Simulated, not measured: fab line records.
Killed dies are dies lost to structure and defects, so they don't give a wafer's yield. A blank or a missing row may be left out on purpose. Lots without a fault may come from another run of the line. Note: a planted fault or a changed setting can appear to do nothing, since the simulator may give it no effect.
Which tool did it?    flow gf180mcu    12 lots, 36 wafers sampled, at 6 steps of a route of 602

## WHAT THE GAUGES SHOWED, per wafer
GF_HV_LDD_CD_MEAS_31: the cd target is 400 nm. Usual: cd-nm at 399.9 nm, with a standard deviation of 2.5.
lot   measured      on         cd-nm (nm)         flag
L985  day 11 09:10  cd-sem-01  404.5 403.7 402.0  
L986  day 11 21:58  cd-sem-02  399.0 398.6 395.7  
L987  day 12 05:57  cd-sem-02  401.6 403.1 403.0  
L992  day 13 19:05  cd-sem-01  - - -              OFF
L993  day 14 03:29  cd-sem-01  - - -              OFF
L997  day 15 15:47  cd-sem-01  400.5 403.4 402.8  
L998  day 15 23:33  cd-sem-02  396.9 397.6 397.3  
L100  day 16 12:47  cd-sem-02  400.7 400.4 399.6  
L102  day 17 04:53  cd-sem-01  397.7 399.2 399.7  
L105  day 18 02:05  cd-sem-01  401.8 403.1 401.0  
L106  day 18 12:05  cd-sem-02  400.3 400.7 401.5  
L107  day 18 20:58  cd-sem-02  400.3 403.7 403.0  

GF_HV_LDD_TW_MEAS_50. Usual: HV_LDD_4_TW typically reads 567, with standard deviation 7.2.
lot   measured      on             HV_LDD_4_TW     flag
L985  day 12 05:09  film-metro-04  565 566 567     
L986  day 12 18:32  film-metro-02  581 584 585     
L987  day 13 02:45  film-metro-02  581 579 581     
L992  day 14 16:37  film-metro-04  1444 1446 1439  OFF
L993  day 15 01:29  film-metro-02  1481 1477 1488  OFF
L997  day 16 15:31  film-metro-04  564 571 566     
L998  day 17 01:10  film-metro-04  568 567 567     
L100  day 17 12:31  film-metro-02  584 582 582     
L102  day 18 05:34  film-metro-01  560 561 562     
L105  day 19 02:59  film-metro-04  567 565 566     
L106  day 19 14:20  film-metro-04  568 567 570     
L107  day 19 22:13  film-metro-01  558 558 557     

GF_CONTACT_OVL_MEAS_15. Usual: CONTACT_OVL typically reads -2 nm, with standard deviation 5.6.
lot   measured      on          CONTACT_OVL (nm)  flag
L985  day 15 21:09  overlay-02  0 6 5             
L986  day 16 12:37  overlay-02  -21 -16 -9        
L987  day 16 21:12  overlay-02  -8 -13 -10        
L997  day 20 20:15  overlay-01  -3 -1 -7          
L998  day 21 07:51  overlay-02  2 -5 -2           
L100  day 21 16:46  overlay-01  0 6 -2            
L102  day 22 11:31  overlay-01  0 -4 -6           
L105  day 23 06:40  overlay-01  -4 -7 2           
L106  day 23 18:03  overlay-01  5 2 1             
L107  day 24 02:13  overlay-02  -1 -6 -2          

## TOOL THAT RAN EACH LOT (tool first, then ch and the chambers of the sampled wafers, then the start)
lot   GF_MVSD_STRIP_10                     GF_HV_LDD_COAT_26                  GF_CONTACT_SOFTBAKE_10
L985  plasma-asher-02 ch 0,1, day 4 10:11  litho-track-01 ch 0, day 11 00:12  litho-track-03 ch 0, day 15 21:09 or earlier
L986  plasma-asher-02 ch 0,1, day 4 17:35  litho-track-01 ch 0, day 11 12:11  litho-track-04 ch 0, day 16 12:37 or earlier
L987  plasma-asher-02 ch 0,1, day 4 23:07  litho-track-01 ch 0, day 11 20:18  litho-track-04 ch 0, day 16 21:12 or earlier
L992  plasma-asher-02 ch 0,1, day 6 03:38  litho-track-04, day 13 09:04       -
L993  plasma-asher-04 ch 0,1, day 6 09:22  litho-track-03, day 13 17:02       -
L997  plasma-asher-04 ch 0,1, day 7 09:53  litho-track-04 ch 0, day 15 05:17  litho-track-04 ch 0, day 20 20:15 or earlier
L998  plasma-asher-04 ch 0, day 7 16:55    litho-track-01 ch 0, day 15 13:03  litho-track-03 ch 0, day 21 07:51 or earlier
L100  plasma-asher-03 ch 0,1, day 8 03:56  litho-track-04 ch 0, day 16 01:20  litho-track-04 ch 0, day 21 16:46 or earlier
L102  plasma-asher-04 ch 0,1, day 8 15:43  litho-track-03 ch 0, day 16 17:17  litho-track-01 ch 0, day 22 11:31 or earlier
L105  plasma-asher-03 ch 0,1, day 9 06:44  litho-track-03 ch 0, day 17 14:26  litho-track-01 ch 0, day 23 06:40 or earlier
L106  plasma-asher-04 ch 0,1, day 9 11:10  litho-track-03 ch 0, day 17 23:20  litho-track-04 ch 0, day 23 18:03 or earlier
L107  plasma-asher-03 ch 0,1, day 9 21:44  litho-track-03 ch 0, day 18 08:56  litho-track-01 ch 0, day 24 02:13 or earlier
- GF_MVSD_STRIP_10: strips in O2/N2.
- GF_HV_LDD_COAT_26: resist thk 1000 nm.
- GF_CONTACT_SOFTBAKE_10: time 62.84 s.

## AS READ BY THE TOOLS THEMSELVES (means over the sampled wafers that have a number; for cases with no such wafer, the mark the record gives instead)
GF_MVSD_STRIP_10. Usual: drypump-motor-current-A 5.9 A, standard deviation 0.48; heater-power-w 327 W, standard deviation 32; oes-product-au 0.723 a.u., standard deviation 0.0045; strip-time-to-endpoint-s 36.98 s, standard deviation 0.098.
lot   tool             drypump-motor-current-A (A)  heater-power-w (W)  oes-product-au (a.u.)  strip-time-to-endpoint-s (s)  flag
L985  plasma-asher-02  6.2                          311                 0.720                  37.02                         
L986  plasma-asher-02  6.0                          319                 0.728                  36.80                         
L987  plasma-asher-02  6.2                          312                 0.725                  36.98                         
L992  plasma-asher-02  6.1                          312                 0.722                  36.95                         
L993  plasma-asher-04  5.2                          327                 0.724                  36.82                         
L997  plasma-asher-04  5.2                          324                 0.722                  36.94                         
L998  plasma-asher-04  5.0                          344                 0.722                  36.98                         
L100  plasma-asher-03  6.2                          333                 0.723                  37.14                         
L102  plasma-asher-04  5.2                          322                 0.723                  37.11                         
L105  plasma-asher-03  6.2                          328                 0.726                  36.89                         
L106  plasma-asher-04  5.2                          320                 0.719                  36.97                         
L107  plasma-asher-03  6.2                          335                 0.722                  37.10                         

GF_HV_LDD_COAT_26. Usual: chill-plate-temp-C 23.01 C, standard deviation 0.1; dispense-pressure-kPa 51.8 kPa, standard deviation 2.3.
lot   tool            chill-plate-temp-C (C)  dispense-pressure-kPa (kPa)  flag
L985  litho-track-01  23.03                   50.5                         
L986  litho-track-01  22.86                   50.6                         
L987  litho-track-01  23.13                   50.5                         
L992  litho-track-04  -                       -                            OFF
L993  litho-track-03  -                       -                            OFF
L997  litho-track-04  22.89                   55.0                         
L998  litho-track-01  23.05                   50.5                         
L100  litho-track-04  22.98                   55.0                         
L102  litho-track-03  22.99                   49.9                         
L105  litho-track-03  23.00                   49.9                         
L106  litho-track-03  22.98                   49.9                         
L107  litho-track-03  22.82                   49.9                         

GF_CONTACT_SOFTBAKE_10. Usual: chill-plate-temp-C 23.00 C, standard deviation 0.1; plate-sensor-t-centre-C 131.01 C, standard deviation 0.011; plate-sensor-t-edge-C 131.21 C, standard deviation 0.01.
lot   tool            chill-plate-temp-C (C)  plate-sensor-t-centre-C (C)  plate-sensor-t-edge-C (C)  flag
L985  litho-track-03  23.08                   131.02                       131.21                     
L986  litho-track-04  23.06                   131.02                       131.21                     
L987  litho-track-04  22.96                   131.01                       131.22                     
L997  litho-track-04  22.98                   131.03                       131.20                     
L998  litho-track-03  23.01                   131.02                       131.20                     
L100  litho-track-04  22.89                   131.02                       131.21                     
L102  litho-track-01  22.88                   131.02                       131.21                     
L105  litho-track-01  22.96                   131.02                       131.21                     
L106  litho-track-04  22.98                   131.02                       131.20                     
L107  litho-track-01  22.92                   131.02                       131.20                     

## THE ANSWER, worked out from the rows above alone
Rule: a lot counts as off when the mean over its wafers that have a number is more than 3 standard deviations away from the usual mean. A lot without any number at a reading at which 4 lots or more have one is off too. Where the step has rows for the other lots, those lots are counted as sound. Order of review: gauges by route order, followed by the tools' own readings, for which a lot's mean as printed above is used. The first step at which some lot is off is used, and at that step the reading that is off furthest; a lot without a number counts as furthest.
Off: L992, L993, at GF_HV_LDD_CD_MEAS_31 (cd-nm). Without a number there: L992, L993.
A tool fits if, at a process step before that reading, it ran every lot that is off, and no sound lot after the first of them. The gauges at GF_HV_LDD_CD_MEAS_31 aren't tried: what is off there is off at GF_HV_LDD_TW_MEAS_50 too, on other tools, and a gauge's error can't cause that. None of those tried fits.

## WHAT WAS PUT IN BY THE SIMULATOR
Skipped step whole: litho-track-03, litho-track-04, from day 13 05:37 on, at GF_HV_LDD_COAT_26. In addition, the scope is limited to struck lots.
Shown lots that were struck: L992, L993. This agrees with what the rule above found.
